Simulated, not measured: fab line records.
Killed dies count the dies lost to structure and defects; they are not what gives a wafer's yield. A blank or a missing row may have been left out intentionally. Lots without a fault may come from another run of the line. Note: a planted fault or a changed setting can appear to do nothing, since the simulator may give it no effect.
Which of the tools did it? -- flow gf180mcu -- 10 lots with 30 wafers sampled at 6 steps, on a route of 602 steps

== WHAT THE GAUGES READ, wafer by wafer ==
GF_STI_BOW_MEAS_00.
lot,measured,on,INCOMING_BOW (um)
L672,day 1 10:00,film-metro-04,-11 3 -2
L673,day 1 15:00,film-metro-03,1 -6 -6
L674,day 1 20:00,film-metro-04,7 9 -4
L675,day 2 01:02,film-metro-02,-10 -2 -2
L676,day 2 06:00,film-metro-04,-2 0 1
L677,day 2 11:01,film-metro-02,2 4 2
L684,day 3 22:00,film-metro-04,-1 2 8
L685,day 4 03:02,film-metro-02,-5 3 0
L690,day 5 04:00,film-metro-02,9 -8 11
L693,day 5 19:00,film-metro-04,6 1 7

GF_STI_THK_MEAS_04.
lot,measured,on,STI_CVD_03_THK (nm)
L672,day 1 14:33,film-metro-03,207.2 205.8 205.6
L673,day 1 20:28,film-metro-02,211.9 211.1 211.1
L674,day 1 23:34,film-metro-02,207.6 207.7 207.3
L675,day 2 05:17,film-metro-02,211.6 209.8 210.5
L676,day 2 10:33,film-metro-04,204.9 205.5 206.1
L677,day 2 15:55,film-metro-02,208.9 208.1 209.2
L684,day 4 02:38,film-metro-03,163.7 163.1 164.6
L685,day 4 06:35,film-metro-04,162.3 161.5 162.3
L690,day 5 10:29,film-metro-03,209.6 208.8 210.2
L693,day 6 00:31,film-metro-04,208.7 206.0 207.9

GF_STI_THK_MEAS_24.
lot,measured,on,STI_CVD_23_THK (nm)
L672,day 2 05:03,film-metro-04,658 663 657
L673,day 2 10:07,film-metro-03,653 662 662
L674,day 2 15:09,film-metro-04,653 649 649
L675,day 2 19:35,film-metro-02,650 644 652
L676,day 3 01:07,film-metro-04,643 653 651
L677,day 3 07:14,film-metro-03,655 663 653
L684,day 4 17:56,film-metro-04,668 651 665
L685,day 4 22:15,film-metro-02,644 651 644
L690,day 6 04:20,film-metro-02,653 646 655
L693,day 6 18:59,film-metro-02,655 644 649

GF_LVPWELL_OVL_MEAS_07.
lot,measured,on,LVPWELL_OVL (nm)
L672,day 3 22:25,overlay-02,-1.3 0.7 1.0
L673,day 4 02:44,overlay-01,0.3 2.9 0.8
L674,day 4 08:08,overlay-02,-0.1 0.8 0.5
L675,day 4 13:19,overlay-01,-0.3 -1.7 -0.1
L676,day 4 20:31,overlay-02,-0.4 -2.0 -2.3
L677,day 5 02:29,overlay-02,-1.6 -1.0 -1.1
L684,day 6 14:13,overlay-02,-2.1 -0.2 0.0
L685,day 6 19:31,overlay-01,-2.4 -1.8 -2.4
L690,day 8 05:16,overlay-01,1.2 1.0 0.3
L693,day 8 23:55,overlay-01,-0.8 -1.2 -1.0

== EACH LOT AND THE TOOL THAT RAN IT (in order: tool; ch and the chambers of the sampled wafers; start) ==
lot,GF_STI_CVD_03,GF_STI_ETCH_13
L672,"lpcvd-01 ch 1, day 1 11:34","rie-diel-03 ch 1,2,3, day 2 02:17"
L673,"lpcvd-02 ch 1, day 1 18:29","rie-diel-03 ch 0,2,3, day 2 08:12"
L674,"lpcvd-02 ch 0, day 1 21:34","rie-diel-01 ch 0,1,3, day 2 11:42"
L675,"lpcvd-02 ch 0, day 2 03:17","rie-diel-01 ch 1,2,3, day 2 17:42"
L676,"lpcvd-01 ch 1, day 2 07:34","rie-diel-04 ch 0,1, day 2 23:14"
L677,"lpcvd-02 ch 1, day 2 13:55","rie-diel-04 ch 1,2, day 3 04:14"
L684,"lpcvd-02 ch 0, day 4 00:40","rie-diel-01 ch 0,1,2, day 4 15:54"
L685,"lpcvd-02 ch 1, day 4 04:34","rie-diel-04 ch 0,2,3, day 4 20:20"
L690,"lpcvd-01 ch 0, day 5 07:30","rie-diel-04 ch 1,3, day 6 00:44"
L693,"lpcvd-01 ch 0, day 5 21:32","rie-diel-04 ch 0,2,3, day 6 15:36"
- GF_STI_CVD_03: deposits Si3N4 from DCS/NH3, target thk 207.16 nm, time 3551 s.
- GF_STI_ETCH_13: etches the open film in CHF3/O2, stops on Si, target depth 282.31 nm, time 112.9 s.

== WHAT THE TOOLS THEMSELVES READ (means of the sampled wafers that have a number; where no wafer has one, the mark that the record gives instead) ==
GF_STI_CVD_03.
lot,tool,spike-tc-lower-C (C),spike-tc-top-C (C)
L672,lpcvd-01,769.4,780.9
L673,lpcvd-02,771.8,781.6
L674,lpcvd-02,768.5,781.5
L675,lpcvd-02,768.9,781.7
L676,lpcvd-01,769.4,781.1
L677,lpcvd-02,772.4,781.2
L684,lpcvd-02,769.1,781.3
L685,lpcvd-02,772.9,781.2
L690,lpcvd-01,770.5,782.9
L693,lpcvd-01,769.9,783.1

GF_STI_ETCH_13.
lot,tool,drypump-motor-current-A (A),oes-product-au (a.u.),throttle-valve-pct (%)
L672,rie-diel-03,5.3,0.831,8.815
L673,rie-diel-03,5.6,0.846,8.815
L674,rie-diel-01,5.7,0.830,8.803
L675,rie-diel-01,6.0,0.844,8.812
L676,rie-diel-04,5.8,0.829,8.807
L677,rie-diel-04,6.2,0.835,8.811
L684,rie-diel-01,5.7,0.733,8.783
L685,rie-diel-04,5.7,0.734,8.779
L690,rie-diel-04,6.0,0.841,8.809
L693,rie-diel-04,5.7,0.831,8.811

== THE ANSWER, worked out from the rows above alone ==
Rule: usual is defined by the lots themselves. The widest of any qualifying gaps counts: lots, ordered by their means at a reading, are off when they make up no more than a third of the lots, leave a main group of 4 or more, and stand apart from it by 3 or more times the standard deviation of that group's means. A main group is skipped when, at the precision printed for the reading in the tables above, its means are all equal. A lot without any number at a reading at which 4 lots or more have one is off too. All remaining lots with rows at the step are treated as sound. After the gauges, taken in route order, come the tools' own readings; for these a lot's mean is taken, as printed above. At the first step where some lot is off, the reading lying furthest off is the one used; lots without a number count as furthest.
Off: at GF_STI_THK_MEAS_04 (STI_CVD_03_THK), L684, L685. The main group has a mean of 208.4 nm with a standard deviation of 1.9.
If a tool, at a process step before that reading, ran all the lots that are off and no sound lot after the first of them, it fits. Not tried: the gauges at GF_STI_THK_MEAS_04; whatever is off there is also off at GF_STI_ETCH_13, on other tools, and gauge error can't account for it. One fits: lpcvd-02 at GF_STI_CVD_03. Its last sound lot is L677 (day 2 13:55), its first lot that is off L684 (day 4 00:40): a fault that began between those two fits.

== WHAT WAS PUT IN BY THE SIMULATOR ==
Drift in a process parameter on lpcvd-02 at GF_STI_CVD_03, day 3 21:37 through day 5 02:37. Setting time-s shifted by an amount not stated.
Shown lots that were struck: L684, L685. This agrees with what the rule above found.
